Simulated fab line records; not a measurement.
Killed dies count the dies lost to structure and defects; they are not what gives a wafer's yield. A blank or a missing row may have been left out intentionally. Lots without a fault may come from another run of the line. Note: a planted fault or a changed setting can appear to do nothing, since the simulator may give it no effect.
Chamber matching + flow gf180mcu + GF_PASSIVATION_CVD_02 on pecvd-02: 3 sister chambers
The step deposits Si3N4, target thk 700 nm, time 486.18 s. 6 wafers are shown with their chamber, then 12 later ones without.

EACH WAFER AND ITS CHAMBER
| wafer  | chamber | heaterPowerW (W) |
|--------|---------|------------------|
| L085.5 | 1       | 686              |
| L086.3 | 1       | 697              |
| L086.4 | 0       | 701              |
| L090.1 | 2       | 560              |
| L090.4 | 0       | 873              |
| L090.6 | 2       | 470              |

WAFERS WITHOUT THEIR CHAMBER
| wafer  | heaterPowerW (W) |
|--------|------------------|
| L092.1 | 559              |
| L092.3 | 804              |
| L092.4 | 846              |
| L093.2 | 644              |
| L093.3 | 537              |
| L093.4 | 558              |
| L096.1 | 666              |
| L096.4 | 697              |
| L096.6 | 816              |
| L097.2 | 799              |
| L097.5 | 528              |
| L097.6 | 825              |

WHICH CHAMBER EACH WENT THROUGH
| wafer  | from the rows above          | in truth |
|--------|------------------------------|----------|
| L092.1 | can't be placed: 2 or 1      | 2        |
| L092.3 | can't be placed: 0 or 1      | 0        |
| L092.4 | can't be placed: 0 or 1      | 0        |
| L093.2 | can't be placed: 1 or 2 or 0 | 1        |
| L093.3 | can't be placed: 2 or 1      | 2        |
| L093.4 | can't be placed: 2 or 1      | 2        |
| L096.1 | can't be placed: 1 or 0 or 2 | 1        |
| L096.4 | can't be placed: 1 or 0      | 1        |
| L096.6 | can't be placed: 0 or 1      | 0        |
| L097.2 | can't be placed: 0 or 1      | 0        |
| L097.5 | can't be placed: 2 or 1      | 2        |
| L097.6 | can't be placed: 0 or 1      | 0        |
Correct placement for 0 of the 12. From these rows, 12 cannot be placed; in 12 the true chamber is one of the candidates. Placed wrongly: 0.
How it was worked out, from the rows above alone: a wafer's distance from a chamber is the root of the sum, over the readings, of the square of ((its reading less the chamber's mean) divided by the reading's scatter). If the next closest chamber is less than 2 further off than the closest, the wafer can't be placed; otherwise it belongs to the closest. For every chamber, the mean is computed from those of its wafers that are shown. How the scatter is found: for the shown wafers, subtract from each reading the mean of its chamber, square and add these, divide the total by (wafers less chambers), then take the root.
